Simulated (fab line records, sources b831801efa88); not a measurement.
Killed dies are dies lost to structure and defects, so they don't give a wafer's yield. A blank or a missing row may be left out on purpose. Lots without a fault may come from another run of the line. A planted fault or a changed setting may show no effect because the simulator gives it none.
Which tool did it? | flow sky130 | 12 lots, 36 wafers sampled, at 2 steps of a route of 708

WHAT THE GAUGES READ, wafer by wafer
SKY_CAPM_RS_MEAS_03: measures by four-point-probe. Usual: CAPM_TIN_RS 7.01 ohm/sq, standard deviation 0.094.
lot  | measured     | on            | CAPM_TIN_RS (ohm/sq) | flag
L903 | day 36 07:13 | film_metro-03 | 7.13 7.04 7.17       |
L904 | day 36 21:32 | film_metro-02 | 6.96 7.00 6.93       |
L905 | day 37 02:19 | film_metro-02 | 6.97 7.04 6.93       |
L909 | day 38 13:34 | film_metro-04 | 7.08 7.01 6.99       |
L911 | day 39 04:18 | film_metro-02 | 7.06 6.94 6.92       |
L912 | day 39 05:44 | film_metro-04 | 6.93 7.02 6.96       |
L916 | day 40 12:02 | film_metro-02 | 6.99 7.10 7.13       |
L918 | day 40 18:10 | film_metro-02 | 6.88 6.93 7.01       |
L919 | day 41 10:43 | film_metro-02 | 7.02 7.12 6.97       |
L924 | day 42 18:30 | film_metro-04 | 6.91 6.89 6.86       |
L925 | day 43 07:05 | film_metro-03 | 7.00 6.84 6.90       |
L926 | day 43 10:56 | film_metro-04 | 7.16 7.20 7.02       |

SKY_CAPM_OVL_MEAS_12. Usual: CAPM_OVL 0.7 nm, standard deviation 1.3.
lot  | measured     | on         | CAPM_OVL (nm)  | flag
L903 | day 37 08:20 | overlay-02 | 1.5 2.6 1.2    |
L904 | day 37 22:47 | overlay-02 | 0.1 1.8 1.1    |
L905 | day 38 04:00 | overlay-02 | 2.7 1.9 2.0    |
L909 | day 39 14:02 | overlay-02 | 0.8 3.1 1.7    |
L911 | day 40 04:20 | overlay-02 | 1.7 2.2 1.8    |
L912 | day 40 06:11 | overlay-02 | 1.3 0.2 0.2    |
L916 | day 41 11:23 | overlay-01 | -1.4 -0.8 -1.3 |
L918 | day 41 17:59 | overlay-01 | 0.6 -0.4 2.0   |
L919 | day 42 10:26 | overlay-02 | 2.3 3.2 2.0    |
L924 | day 43 17:17 | overlay-02 | -0.6 0.2 0.3   |
L925 | day 44 05:38 | overlay-01 | 2.1 2.1 2.6    |
L926 | day 44 08:45 | overlay-02 | 0.3 1.6 0.8    |

WHICH TOOL RAN EACH LOT (tool, then ch and the chambers of the sampled wafers, then the start)
The record holds no process step before these readings.

WHAT THE TOOLS THEMSELVES READ (means of the sampled wafers that have a number; where no wafer has one, the mark that the record gives instead)
The record holds no such reading with a usual standard deviation.

THE ANSWER, worked out from the rows above alone
Rule: a lot is off if the mean of its wafers that have a number lies more than 3 standard deviations from the usual mean. A lot without any number at a reading at which 4 lots or more have one is off too. The other lots that the step has rows for count as sound. The gauges are gone through in route order, then the tools' own readings, and for those a lot's mean is taken as printed above. The first step at which some lot is off is used, and at that step the reading that is off furthest; a lot without a number counts as furthest.
No lot is off at any reading shown: from this, nothing can be told.

WHAT THE SIMULATOR HAD PUT IN
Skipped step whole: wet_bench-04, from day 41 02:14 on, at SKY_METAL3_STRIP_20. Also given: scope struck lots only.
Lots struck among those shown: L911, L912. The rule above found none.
